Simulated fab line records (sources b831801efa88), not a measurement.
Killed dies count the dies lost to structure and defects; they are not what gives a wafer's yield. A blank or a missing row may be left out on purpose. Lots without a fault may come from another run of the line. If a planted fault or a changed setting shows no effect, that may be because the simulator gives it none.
What tool caused it?    flow sky130    39 wafers from 13 lots sampled at 4 of the route's 708 steps

WHAT THE GAUGES SHOWED, per wafer
SKY_POLY_GATE_CD_MEAS_22.
lot   measured      on         cd_nm (nm)
L371  day 16 21:59  cd_sem-02  154 148 152
L372  day 17 11:10  cd_sem-01  143 146 141
L374  day 17 13:37  cd_sem-01  148 143 147
L375  day 18 01:06  cd_sem-01  142 144 140
L377  day 19 03:17  cd_sem-02  149 153 148
L379  day 19 21:20  cd_sem-02  145 153 152
L382  day 20 18:32  cd_sem-02  151 147 155
L384  day 21 11:41  cd_sem-02  143 153 155
L385  day 22 01:11  cd_sem-01  153 151 151
L387  day 22 09:47  cd_sem-02  147 147 151
L388  day 22 19:29  cd_sem-01  150 152 149
L389  day 22 21:08  cd_sem-01  146 145 151
L394  day 24 19:34  cd_sem-02  147 147 150

SKY_RES_XHIGH_TW_MEAS_09.
lot   measured      on             RES_XHIGH_TW
L371  day 27 00:56  film_metro-02  1630 1625 1633
L372  day 27 15:52  film_metro-02  1609 1628 1621
L374  day 27 18:13  film_metro-02  1618 1616 1622
L375  day 28 06:01  film_metro-04  1646 1640 1648
L377  day 29 05:54  film_metro-03  1646 1644 1639
L379  day 29 23:26  film_metro-02  1612 1624 1614
L382  day 30 16:32  film_metro-03  1643 1645 1638
L384  day 31 06:53  film_metro-04  1626 1638 1628
L385  day 31 19:29  film_metro-03  1626 1625 1633
L387  day 32 04:46  film_metro-02  30 30 30
L388  day 32 12:49  film_metro-03  1644 1646 1654
L389  day 32 15:38  film_metro-04  1647 1629 1633
L394  day 34 09:27  film_metro-03  1616 1631 1634

EACH LOT AND THE TOOL THAT RAN IT (in order: tool; ch and the chambers of the sampled wafers; start)
lot   SKY_SD_P_STRIP_10                     SKY_RES_XHIGH_STRIP_08
L371  plasma_asher-04 ch 0,1, day 25 20:17  plasma_asher-01 ch 0,1, day 27 00:50
L372  plasma_asher-02 ch 0,1, day 26 10:14  plasma_asher-01 ch 0,1, day 27 15:46
L374  plasma_asher-03 ch 0,1, day 26 13:01  plasma_asher-03 ch 0,1, day 27 18:07
L375  plasma_asher-04 ch 0,1, day 27 00:43  plasma_asher-03 ch 0,1, day 28 05:55
L377  plasma_asher-03 ch 0,1, day 28 01:49  plasma_asher-01 ch 0,1, day 29 05:49
L379  plasma_asher-04 ch 0,1, day 28 18:53  plasma_asher-04 ch 0,1, day 29 23:20
L382  plasma_asher-02 ch 1, day 29 12:35    plasma_asher-03 ch 0,1, day 30 16:26
L384  plasma_asher-03 ch 0,1, day 30 04:25  plasma_asher-01 ch 0,1, day 31 06:47
L385  plasma_asher-02 ch 0,1, day 30 16:53  plasma_asher-01 ch 0,1, day 31 19:23
L387  plasma_asher-03 ch 0,1, day 31 00:49  plasma_asher-01 ch 0,1, day 32 04:40
L388  plasma_asher-02 ch 0,1, day 31 08:58  plasma_asher-01 ch 0,1, day 32 12:43
L389  plasma_asher-04 ch 0,1, day 31 11:08  plasma_asher-03 ch 0,1, day 32 15:32
L394  plasma_asher-04 ch 1, day 33 06:32    plasma_asher-03 ch 0,1, day 34 09:20
- SKY_SD_P_STRIP_10: strips in O2/N2.
- SKY_RES_XHIGH_STRIP_08: strips in O2/N2.

WHAT THE TOOLS THEMSELVES READ (means of the sampled wafers that have a number; where no wafer has one, the mark that the record gives instead)
SKY_SD_P_STRIP_10.
lot   tool             drypump_motor_current_A (A)  oes_product_au (a.u.)  strip_time_to_endpoint_s (s)
L371  plasma_asher-04  5.27                         0.616                  17.51
L372  plasma_asher-02  5.82                         0.616                  17.51
L374  plasma_asher-03  5.55                         0.615                  17.49
L375  plasma_asher-04  5.41                         0.618                  17.44
L377  plasma_asher-03  5.57                         0.617                  17.47
L379  plasma_asher-04  5.30                         0.615                  17.51
L382  plasma_asher-02  5.72                         0.612                  17.43
L384  plasma_asher-03  5.52                         0.620                  17.48
L385  plasma_asher-02  5.82                         0.619                  17.45
L387  plasma_asher-03  5.51                         0.612                  -
L388  plasma_asher-02  5.91                         0.613                  17.49
L389  plasma_asher-04  5.43                         0.618                  17.44
L394  plasma_asher-04  5.10                         0.616                  17.47

SKY_RES_XHIGH_STRIP_08.
lot   tool             drypump_motor_current_A (A)  oes_product_au (a.u.)  strip_time_to_endpoint_s (s)
L371  plasma_asher-01  6.1                          0.711                  14.24
L372  plasma_asher-01  6.1                          0.711                  14.27
L374  plasma_asher-03  5.6                          0.707                  14.24
L375  plasma_asher-03  5.5                          0.715                  14.28
L377  plasma_asher-01  6.0                          0.710                  14.19
L379  plasma_asher-04  5.4                          0.714                  14.22
L382  plasma_asher-03  5.5                          0.714                  14.25
L384  plasma_asher-01  6.0                          0.707                  14.23
L385  plasma_asher-01  6.1                          0.707                  14.23
L387  plasma_asher-01  6.1                          0.717                  23.58
L388  plasma_asher-01  6.1                          0.708                  14.28
L389  plasma_asher-03  5.6                          0.713                  14.26
L394  plasma_asher-03  5.6                          0.708                  14.19

THE ANSWER, worked out from the rows above alone
Rule: usual is defined by the lots themselves. Put in order of their means at a reading, lots are off if they are a third of the lots or fewer, leave a main group of 4 or more, and stand apart from it by a gap of 3 or more times the standard deviation of the main group's means; of several such gaps the widest counts. A main group is skipped when, at the precision printed for the reading in the tables above, its means are all equal. A lot without any number at a reading at which 4 lots or more have one is off too. Any other lot the step has rows for is counted as sound. First the gauges in route order, then the tools' own readings, where a lot's mean is used as printed above. At the first step where some lot is off, the reading lying furthest off is the one used; lots without a number count as furthest.
Off: at SKY_RES_XHIGH_TW_MEAS_09 (RES_XHIGH_TW), L387. Main group: mean 1632, sd 10.
If a tool, at a process step before that reading, ran all the lots that are off and no sound lot after the first of them, it fits. Not tried: the gauges at SKY_RES_XHIGH_TW_MEAS_09; whatever is off there is also off at SKY_SD_P_STRIP_10, on other tools, and gauge error can't account for it. One candidate fits, namely plasma_asher-03 at SKY_SD_P_STRIP_10. A fault onset in the window from L384 (day 30 04:25, its last sound lot) to L387 (day 31 00:49, its first lot off) fits.
Blank at SKY_SD_P_STRIP_10 on the lots that are off, where sound lots have numbers: strip_time_to_endpoint_s.

WHAT THE SIMULATOR PUT IN
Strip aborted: plasma_asher-03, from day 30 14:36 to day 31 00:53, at SKY_SD_P_STRIP_10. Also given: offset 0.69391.
Struck lots among those shown: L387. The rule above found the same.
